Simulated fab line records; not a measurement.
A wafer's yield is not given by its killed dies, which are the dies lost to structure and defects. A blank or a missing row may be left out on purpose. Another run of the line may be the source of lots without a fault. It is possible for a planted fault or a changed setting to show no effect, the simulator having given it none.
Comparing a struck lot with a sound one + flow sky130 + 18 steps out of a route of 708
Sound: the wafers L381.1, L381.3, L381.5. Struck: wafer L384.5 (left out: L384.2, L384.6 of the same lot, which were not struck); the cause appears at the end.
Order at every step that has rows: each side's tool, ch and its chambers, its first start. Under that, the readings that differ: sound wafers + struck wafers + difference of the means + sigmas: that difference in standard deviations of wafers without a fault.
alike: a reading whose means differ by less than 2 such deviations, as well as words and numbers matching on both sides. not compared: withheld readings; readings where some wafer has no value; bounds like >300 that might hide an equal value; numbers whose values overlap and for which the record gives no deviation.
A row with sigmas, a row that says differs or no value, or rows on one side alone: a step with any of these is where the two part. Numbers that have no deviation but don't overlap get no sigmas and don't part them. A reading missing from all wafers of one side parts the sides only when that side holds two or more wafers.

first, 4 steps without rows for these wafers: SKY_VT_ADJUST_LVTN_SOFTBAKE_14 (time 60 s); SKY_VT_ADJUST_LVTN_EXPOSE_15 (exposes mask HVN STD DERIVED, target cd 600 nm); SKY_VT_ADJUST_LVTN_PEB_16; SKY_VT_ADJUST_LVTN_DEVELOP_17 (develop time 60 s).
SKY_VT_ADJUST_LVTN_OVL_MEAS_18:
  sound on overlay-01 at day 7 12:02; struck on overlay-02 at day 8 04:41
  alike: VT_ADJUST_LVTN_01_OVL
then, 1 step without rows for these wafers: SKY_VT_ADJUST_LVTN_IMPLANT_19.
SKY_VT_ADJUST_LVTN_STRIP_20: strips in O2/N2.
  sound on plasmaAsher-04 ch 0,1, day 7 12:14; struck on plasmaAsher-01 ch 0, day 8 04:52
| reading                  | sound             | struck | difference | sigmas |
|--------------------------|-------------------|--------|------------|--------|
| stripTimeToEndpointS (s) | 14.15 14.13 14.17 | 14.24  | +0.09      | +2     |
  alike: drypumpMotorCurrentA, oesProductAu
  not compared: rfHoursCounterH
SKY_VT_ADJUST_LVTN_TW_MEAS_21:
  sound on filmMetro-01 at day 7 12:20; struck on filmMetro-03 at day 8 04:59
  alike: VT_ADJUST_LVTN_2_TW
then, 4 steps without rows for these wafers: SKY_VT_ADJUST_NCORE_DEHYDRATE_00 (time 60 s); SKY_VT_ADJUST_NCORE_HMDS_01 (prime time 60 s); SKY_VT_ADJUST_NCORE_COAT_02 (resist thk 1140 nm); SKY_VT_ADJUST_NCORE_SOFTBAKE_03 (time 60 s).
SKY_VT_ADJUST_NCORE_EXPOSE_04: exposes mask LVTN COMPLEMENT THIN, target cd 380 nm.
  sound on ilineStepper-01 ch 0, day 7 21:22; struck on ilineStepper-01 ch 0, day 8 14:35
  alike: mask, exposureDoseMJCm2
then, 2 steps without rows for these wafers: SKY_VT_ADJUST_NCORE_PEB_05; SKY_VT_ADJUST_NCORE_DEVELOP_06 (develop time 60 s).
SKY_VT_ADJUST_NCORE_CD_MEAS_07: target cd 380 nm.
  sound on cdSem-02 at day 8 06:20; struck on cdSem-01 at day 9 01:01
| reading   | sound             | struck | difference | sigmas |
|-----------|-------------------|--------|------------|--------|
| cdNm (nm) | 377.1 377.3 378.0 | 352.1  | -25.4      | -10    |
SKY_VT_ADJUST_NCORE_OVL_MEAS_08:
  sound on overlay-01 at day 8 06:27; struck on overlay-01 at day 9 01:07
  alike: VT_ADJUST_NCORE_OVL
SKY_PAD_OPEN_PROBE_99:
  the record has rows for the sound wafers here (prober-01, day 45 03:45) and none for the struck ones

## WHERE THEY PART
Last at SKY_PAD_OPEN_PROBE_99 as far as this record goes, first at SKY_VT_ADJUST_LVTN_STRIP_20.

WHY: what had been put in by the simulator
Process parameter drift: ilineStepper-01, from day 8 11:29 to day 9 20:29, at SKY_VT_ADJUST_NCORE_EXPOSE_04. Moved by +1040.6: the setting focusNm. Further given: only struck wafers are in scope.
